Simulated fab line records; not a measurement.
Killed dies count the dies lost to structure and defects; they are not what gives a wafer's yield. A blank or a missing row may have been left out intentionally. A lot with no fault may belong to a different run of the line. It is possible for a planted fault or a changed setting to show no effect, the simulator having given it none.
fab line records ; flow gf180mcu
record lots=13; wafers=39; lastDay=34
route steps=602 shown VT_IMPLANT@135 HV_LDD@211 SAB@277
lots untouched by any fault: they come from a run of this same line in which no faults occurred
startH: hours from the record's first day to the start of the lot's first wafer shown ; waitH: hours from the lot's prior step to this one ; " unchanged from the row above ; L1.1+2: several wafers, shown together as one row ; - no value, or no start was given ; * or withheld: withheld ; < > ~ a bound
route shown NAME@n: names a module that has steps shown in the file, with the first one's number in the route ; usual: the fault-free wafers' mean and standard deviation ; same: alike in all rows ; chamber/n: place in a boat ; sites: each site's reading ; _std_site: how widely they spread, as a standard deviation ; _edge_site: outer sites' mean less inner sites' ; radiusMm: how far each site lies from the wafer's centre ; mask NAME#n: copy n ; behind: the most recent tool/chamber to have shaped the wafer ; hold: why the lot was held/for how many hours/how that ended ; device: the n, p or np transistor that did not switch ; end of line: tests of these same wafers at the route's end ; step lacking rows: just its recipe ; killed: at the first sort, the dies lost to defects and structure; wafer yield is something else ; map: a wafer's dies, marking killed ones x, the rest . and places with no die _
set.NAME: setting as actually run; set.NAME@STEP: the setting as run at that earlier step ; model.NAME: the simulator's own value behind a step, which no gauge read
the route's steps for a sample of lots (tables are steps, rows are wafers)
services: from which hour (startH, from the record's first day; less than 0 if before it) a tool's chamber was out of use, for how many hours, and why
## steps
# step GF_VT_IMPLANT_RTA_45
# recipe tempC=1050; timeS=30; ambient=N2
# usual annealTempCMax=1054.4/1.2; lampPowerPct=30.6/1.1; wafer_temp_C_max=1055.0/0.94
lot.wafer;tool;chamber;startH;waitH;annealTempCMax;lampPowerPct;wafer_temp_C_max
L310.1;rtpAnneal-01;0;158.09;0.0;1056.7;29.8;1053.3
L310.2;rtpAnneal-01;0;158.09;0.0;1055.6;29.9;1055.5
L310.5;rtpAnneal-01;0;158.09;0.0;1055.9;29.8;1054.9
L311.1;rtpAnneal-01;0;162.68;0.0;1054.6;29.8;1056.1
L311.4;rtpAnneal-01;0;162.68;0.0;1054.5;29.8;1054.8
L311.6;rtpAnneal-01;0;162.68;0.0;1056.0;29.8;1053.8
L314.2;rtpAnneal-01;0;183.08;0.0;1055.1;29.8;1055.4
L314.3;rtpAnneal-01;0;183.08;0.0;1055.8;29.8;1055.5
L314.5;rtpAnneal-01;0;183.08;0.0;1055.1;29.8;1054.3
L315.1;rtpAnneal-01;0;190.14;0.0;1054.1;29.8;1054.9
L315.3;rtpAnneal-01;0;190.14;0.0;1053.8;29.8;1053.7
L315.6;rtpAnneal-01;0;190.14;0.0;1055.1;29.8;1056.1
L317.2;rtpAnneal-02;0;214.34;0.0;1053.2;32.1;1054.7
L317.3;rtpAnneal-02;0;214.34;0.0;1053.8;32.2;1054.8
L317.4;rtpAnneal-02;0;214.34;0.0;1053.6;32.1;1053.6
L318.2;rtpAnneal-01;0;215.88;0.0;1054.8;29.8;1055.3
L318.5;rtpAnneal-01;0;215.88;0.0;1055.6;29.8;1055.3
L318.6;rtpAnneal-01;0;215.88;0.0;1054.5;29.8;1056.0
L320.1;rtpAnneal-01;0;227.55;0.0;1053.5;29.8;1054.8
L320.2;rtpAnneal-01;0;227.55;0.0;1054.7;29.8;1054.5
L320.3;rtpAnneal-01;0;227.55;0.0;1055.4;29.8;1053.2
L322.2;rtpAnneal-01;0;238.79;0.0;1055.6;29.9;1055.7
L322.3;rtpAnneal-01;0;238.79;0.0;1054.1;29.8;1056.4
L322.6;rtpAnneal-01;0;238.79;0.0;1059.7;29.8;1055.2
L328.2;rtpAnneal-01;0;277.44;0.0;1054.6;29.8;1055.2
L328.5;rtpAnneal-01;0;277.44;0.0;1053.3;29.8;1056.7
L328.6;rtpAnneal-01;0;277.44;0.0;1053.7;29.8;1055.5
L330.2;rtpAnneal-01;0;297.99;0.0;1055.1;29.8;1057.0
L330.3;rtpAnneal-01;0;297.99;0.0;1055.9;29.8;1056.2
L330.5;rtpAnneal-01;0;297.99;0.0;1054.6;29.8;1056.7
L331.1;rtpAnneal-01;0;299.52;0.0;1054.5;29.8;1055.1
L331.2;rtpAnneal-01;0;299.52;0.0;1054.3;29.8;1054.4
L331.6;rtpAnneal-01;0;299.52;0.0;1054.3;29.8;1054.3
L332.3;rtpAnneal-02;0;306.02;0.0;1053.4;32.2;1056.3
L332.4;rtpAnneal-02;0;306.02;0.0;1052.1;32.1;1055.3
L332.5;rtpAnneal-02;0;306.02;0.0;1052.2;32.1;1056.3
L333.2;rtpAnneal-01;0;315.36;0.0;1054.9;29.9;1055.7
L333.4;rtpAnneal-01;0;315.36;0.0;1053.8;29.8;1055.8
L333.6;rtpAnneal-01;0;315.36;0.0;1054.7;29.8;1055.8
# step GF_HV_LDD_IMPLANT_35
# recipe species=P; energyKev=60; doseCm2=7.5e+12; tiltDeg=30; rotationDeg=180
lot.wafer;tool;chamber;startH;waitH
L310.1+2+5;implanter-01;0;253.93;0.1
L311.1+4+6;implanter-03;0;262.62;0.1
L314.2+3+5;implanter-04;0;284.80;0.1
L315.1+3+6;implanter-04;0;292.40;0.1
L317.2+3+4;implanter-01;0;319.62;0.1
L318.2+5+6;implanter-01;0;321.96;0.1
L320.1+2+3;implanter-01;0;335.43;0.1
L322.2+3+6;implanter-03;0;347.15;0.1
L328.2+5+6;implanter-04;0;393.45;0.1
L330.2+3+5;implanter-01;0;419.89;0.1
L331.1+2+6;implanter-03;0;420.17;0.1
L332.3+4+5;implanter-03;0;430.23;0.1
L333.2+4+6;implanter-04;0;436.92;0.1
# step GF_HV_LDD_STRIP_49
# recipe chemistry=O2/N2; powerW=1400; pressureMtorr=1500; platenTempC=250; o2FlowSccm=3000; n2FlowSccm=300; overashFraction=0.5
# usual drypumpMotorCurrentA=5.7/0.64; heaterPowerW=336/31; oesProductAu=0.716/0.0046; stripTimeToEndpointS=12.65/0.033
lot.wafer;tool;chamber;startH;waitH;drypumpMotorCurrentA;heaterPowerW;oesProductAu;rfHoursCounterH;stripTimeToEndpointS
L310.1;plasmaAsher-04;0;273.33;0.1;4.9;343;0.715;65;12.66
L310.2;plasmaAsher-04;1;273.33;0.1;6.6;303;0.712;65;12.71
L310.5;plasmaAsher-04;1;273.33;0.1;6.7;314;0.708;-;12.69
L311.1;plasmaAsher-03;0;283.40;0.1;5.6;370;0.711;56;12.57
L311.4;plasmaAsher-03;1;283.40;0.1;5.6;291;0.723;-;12.56
L311.6;plasmaAsher-03;0;283.40;0.1;5.6;373;0.718;-;12.60
L314.2;plasmaAsher-03;0;305.30;0.1;5.6;365;0.713;58;12.60
L314.3;plasmaAsher-03;1;305.30;0.1;5.5;287;0.710;-;12.65
L314.5;plasmaAsher-03;1;305.30;0.1;5.6;288;0.728;-;12.65
L315.1;plasmaAsher-04;0;313.28;0.1;4.9;354;0.723;68;12.63
L315.3;plasmaAsher-04;1;313.28;0.1;6.6;318;0.718;-;12.58
L315.6;plasmaAsher-04;1;313.28;0.1;6.6;312;0.717;-;12.62
L317.2;plasmaAsher-03;1;340.87;0.1;5.5;284;0.715;62;12.62
L317.3;plasmaAsher-03;1;340.87;0.1;5.5;288;0.713;-;12.62
L317.4;plasmaAsher-03;0;340.87;0.1;5.6;363;0.719;-;12.63
L318.2;plasmaAsher-03;0;342.87;0.1;5.5;374;0.720;62;12.64
L318.5;plasmaAsher-03;1;342.87;0.1;5.6;284;0.723;-;12.63
L318.6;plasmaAsher-03;0;342.87;0.1;5.5;372;0.714;-;12.63
L320.1;plasmaAsher-01;0;357.92;0.1;6.6;383;0.718;68;12.65
L320.2;plasmaAsher-01;1;357.92;0.1;5.2;361;0.720;68;12.68
L320.3;plasmaAsher-01;1;357.92;0.1;5.2;353;0.713;-;12.67
L322.2;plasmaAsher-01;0;369.03;0.1;6.6;371;0.717;69;12.66
L322.3;plasmaAsher-01;0;369.03;0.1;6.6;386;0.715;-;12.64
L322.6;plasmaAsher-01;1;369.03;0.1;5.2;352;0.714;-;12.68
L328.2;plasmaAsher-03;0;416.97;0.1;5.6;365;0.715;70;12.65
L328.5;plasmaAsher-03;1;416.97;0.1;5.6;289;0.713;-;12.71
L328.6;plasmaAsher-03;0;416.97;0.1;5.6;372;0.720;-;12.68
L330.2;plasmaAsher-04;0;444.43;0.1;5.0;348;0.713;82;12.68
L330.3;plasmaAsher-04;1;444.43;0.1;6.6;314;0.712;-;12.73
L330.5;plasmaAsher-04;0;444.43;0.1;4.9;349;0.713;-;12.70
L331.1;plasmaAsher-01;0;444.87;0.1;6.6;365;0.717;1;12.71
L331.2;plasmaAsher-01;1;444.87;0.1;5.2;355;0.715;1;12.65
L331.6;plasmaAsher-01;0;444.87;0.1;6.6;366;0.716;-;12.68
L332.3;plasmaAsher-04;1;455.05;0.1;6.6;324;0.714;-;12.60
L332.4;plasmaAsher-04;0;455.05;0.1;5.0;358;0.719;-;12.62
L332.5;plasmaAsher-04;1;455.05;0.1;6.6;312;0.710;-;12.63
L333.2;plasmaAsher-03;1;462.27;0.1;5.6;285;0.715;75;12.66
L333.4;plasmaAsher-03;1;462.27;0.1;5.5;291;0.716;-;12.65
L333.6;plasmaAsher-03;0;462.27;0.1;5.5;368;0.717;-;12.67
# step GF_HV_LDD_RS_MEAS_53
# recipe thkMeasGauge=four-point-probe
# usual HV_LDD_RS=418.0/1
lot.wafer;tool;chamber;startH;waitH;HV_LDD_RS[ohm/sq]
L310.1;filmMetro-01;-;273.61;0.1;417.9
L310.2;filmMetro-01;-;273.61;0.1;417.7
L310.5;filmMetro-01;-;273.61;0.1;417.8
L311.1;filmMetro-01;-;283.68;0.1;417.6
L311.4;filmMetro-01;-;283.68;0.1;417.2
L311.6;filmMetro-01;-;283.68;0.1;417.8
L314.2;filmMetro-03;-;305.60;0.1;419.9
L314.3;filmMetro-03;-;305.60;0.1;418.8
L314.5;filmMetro-03;-;305.60;0.1;419.8
L315.1;filmMetro-01;-;313.56;0.1;419.0
L315.3;filmMetro-01;-;313.56;0.1;417.5
L315.6;filmMetro-01;-;313.56;0.1;418.4
L317.2;filmMetro-03;-;341.17;0.1;417.6
L317.3;filmMetro-03;-;341.17;0.1;418.0
L317.4;filmMetro-03;-;341.17;0.1;418.1
L318.2;filmMetro-01;-;343.17;0.1;-
L318.5;filmMetro-01;-;343.17;0.1;-
L318.6;filmMetro-01;-;343.17;0.1;-
L320.1;filmMetro-03;-;358.20;0.1;-
L320.2;filmMetro-03;-;358.20;0.1;-
L320.3;filmMetro-03;-;358.20;0.1;-
L322.2;filmMetro-03;-;369.33;0.1;417.5
L322.3;filmMetro-03;-;369.33;0.1;417.6
L322.6;filmMetro-03;-;369.33;0.1;418.0
L328.2;filmMetro-03;-;417.36;0.1;417.5
L328.5;filmMetro-03;-;417.36;0.1;418.1
L328.6;filmMetro-03;-;417.36;0.1;418.4
L330.2;filmMetro-03;-;444.73;0.1;419.2
L330.3;filmMetro-03;-;444.73;0.1;419.3
L330.5;filmMetro-03;-;444.73;0.1;420.3
L331.1;filmMetro-03;-;445.15;0.1;416.9
L331.2;filmMetro-03;-;445.15;0.1;417.9
L331.6;filmMetro-03;-;445.15;0.1;418.0
L332.3;filmMetro-01;-;455.34;0.1;416.1
L332.4;filmMetro-01;-;455.34;0.1;416.1
L332.5;filmMetro-01;-;455.34;0.1;417.1
L333.2;filmMetro-04;-;462.57;0.1;418.1
L333.4;filmMetro-04;-;462.57;0.1;419.3
L333.6;filmMetro-04;-;462.57;0.1;418.3
# step GF_SAB_STRIP_13
# recipe chemistry=O2/N2; powerW=1400; pressureMtorr=1500; platenTempC=250; o2FlowSccm=3000; n2FlowSccm=300; overashFraction=0.5
# usual drypumpMotorCurrentA=5.7/0.53; heaterPowerW=347/28; oesProductAu=0.709/0.0043; stripTimeToEndpointS=12.63/0.034
lot.wafer;tool;chamber;startH;waitH;drypumpMotorCurrentA;heaterPowerW;oesProductAu;rfHoursCounterH;stripTimeToEndpointS
L310.1;plasmaAsher-01;1;343.58;0.0;5.2;354;0.707;67;12.61
L310.2;plasmaAsher-01;0;343.58;0.0;6.6;372;0.719;67;12.64
L310.5;plasmaAsher-01;1;343.58;0.0;5.2;351;0.708;-;12.65
L311.1;plasmaAsher-01;1;350.39;0.0;5.2;352;0.705;67;12.62
L311.4;plasmaAsher-01;1;350.39;0.0;5.2;349;0.714;-;12.60
L311.6;plasmaAsher-01;1;350.39;0.0;5.2;350;0.713;-;12.60
L314.2;plasmaAsher-02;1;373.63;0.0;5.3;349;0.702;27;12.59
L314.3;plasmaAsher-02;0;373.63;0.0;5.4;327;0.703;-;12.65
L314.5;plasmaAsher-02;0;373.63;0.0;5.4;323;0.711;-;12.64
L315.1;plasmaAsher-01;0;382.40;0.0;6.6;382;0.701;71;12.62
L315.3;plasmaAsher-01;1;382.40;0.0;5.2;359;0.711;-;12.60
L315.6;plasmaAsher-01;1;382.40;0.0;5.2;356;0.711;-;12.64
L317.2;plasmaAsher-02;0;411.43;0.0;5.4;330;0.705;31;12.67
L317.3;plasmaAsher-02;1;411.43;0.0;5.3;339;0.708;-;12.65
L317.4;plasmaAsher-02;0;411.43;0.0;5.4;319;0.710;-;12.68
L318.2;plasmaAsher-03;1;415.68;0.0;5.6;287;0.707;70;12.60
L318.5;plasmaAsher-03;0;415.68;0.0;5.6;371;0.711;-;12.64
L318.6;plasmaAsher-03;1;415.68;0.0;5.6;299;0.708;-;12.63
L320.1;plasmaAsher-03;0;431.28;0.0;5.6;368;0.709;72;12.67
L320.2;plasmaAsher-03;1;431.28;0.0;5.5;288;0.715;72;12.66
L320.3;plasmaAsher-03;1;431.28;0.0;5.6;283;0.713;-;12.68
L322.2;plasmaAsher-03;0;443.67;0.0;5.6;370;0.708;73;12.61
L322.3;plasmaAsher-03;1;443.67;0.0;5.5;282;0.713;-;12.63
L322.6;plasmaAsher-03;0;443.67;0.0;5.6;369;0.712;-;12.60
L328.2;plasmaAsher-03;1;493.36;0.0;5.5;293;0.708;79;12.67
L328.5;plasmaAsher-03;0;493.36;0.0;5.6;370;0.713;-;12.67
L328.6;plasmaAsher-03;1;493.36;0.0;5.6;301;0.711;-;12.69
L330.2;plasmaAsher-01;1;520.17;0.0;5.2;352;0.704;9;12.61
L330.3;plasmaAsher-01;1;520.17;0.0;5.2;360;0.699;-;12.62
L330.5;plasmaAsher-01;1;520.17;0.0;5.2;356;0.705;-;12.62
L331.1;plasmaAsher-03;1;520.47;0.0;5.5;290;0.715;83;12.59
L331.2;plasmaAsher-03;0;520.47;0.0;5.5;370;0.718;83;12.58
L331.6;plasmaAsher-03;0;520.47;0.0;5.5;358;0.714;-;12.60
L332.3;plasmaAsher-01;1;530.76;0.0;5.2;357;0.708;-;12.65
L332.4;plasmaAsher-01;0;530.76;0.0;6.6;361;0.709;-;12.65
L332.5;plasmaAsher-01;1;530.76;0.0;5.2;355;0.706;-;12.67
L333.2;plasmaAsher-02;1;538.42;0.0;5.3;357;0.702;41;12.57
L333.4;plasmaAsher-02;0;538.42;0.0;5.4;323;0.701;-;12.60
L333.6;plasmaAsher-02;0;538.42;0.0;5.4;327;0.712;-;12.58
## services
tool;chamber;startH;hours;kind
implanter-01;-;148.13;3.2;repair
implanter-01;-;155.05;0.6;repair
implanter-03;-;193.77;0.7;repair
plasmaAsher-04;-;199.93;6.0;repair
rtpAnneal-01;-;217.17;3.6;pm
implanter-01;-;240.32;3.6;repair
plasmaAsher-04;-;243.77;3.0;repair
plasmaAsher-04;-;257.94;9.0;repair
implanter-03;-;269.16;44.1;repair
implanter-01;-;281.76;5.6;pm
plasmaAsher-01;-;284.31;3.5;repair
implanter-04;-;294.72;3.9;repair
implanter-03;-;295.48;9.5;repair
plasmaAsher-04;-;307.99;5.2;repair
implanter-04;-;313.41;3.2;repair
implanter-04;-;322.18;0.6;repair
implanter-03;-;328.87;1.4;repair
plasmaAsher-03;-;339.72;0.9;repair
rtpAnneal-01;-;393.24;1.2;repair
plasmaAsher-01;-;421.25;9.0;pm
implanter-01;-;459.21;14.9;pm
plasmaAsher-01;-;461.27;5.4;repair
plasmaAsher-03;-;488.15;1.9;repair
implanter-01;-;531.43;4.3;pm
## key
firstSign step=GF_HV_LDD_RS_MEAS_53; reading=HV_LDD_RS; direction=missing
effect none on later readings
metAt GF_HV_LDD_IMPLANT_35
struckLots L318,L320
testerLeftOut L318,L320
notActingAt GF_VT_IMPLANT_RTA_45,GF_HV_LDD_STRIP_49,GF_SAB_STRIP_13
onsetBetween 319.62 321.96
fault kind=processParameterDrift; tool=implanter-01; chamber=-; onsetH=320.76; steps=GF_HV_LDD_IMPLANT_35; channel=tiltDeg; offset=5.3097; spreadByWafer=0.3; shape=step; endH=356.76; actsIn=theseRecipesOnly; stated=30
# testerLeftOut: of these lots the tester's yield and bins aren't shown, on N5 and GAA mostly nor the transistor test; their killed dies are dies lost to structure and defects alone, not to doping, threshold or leakage, so they don't give the yield
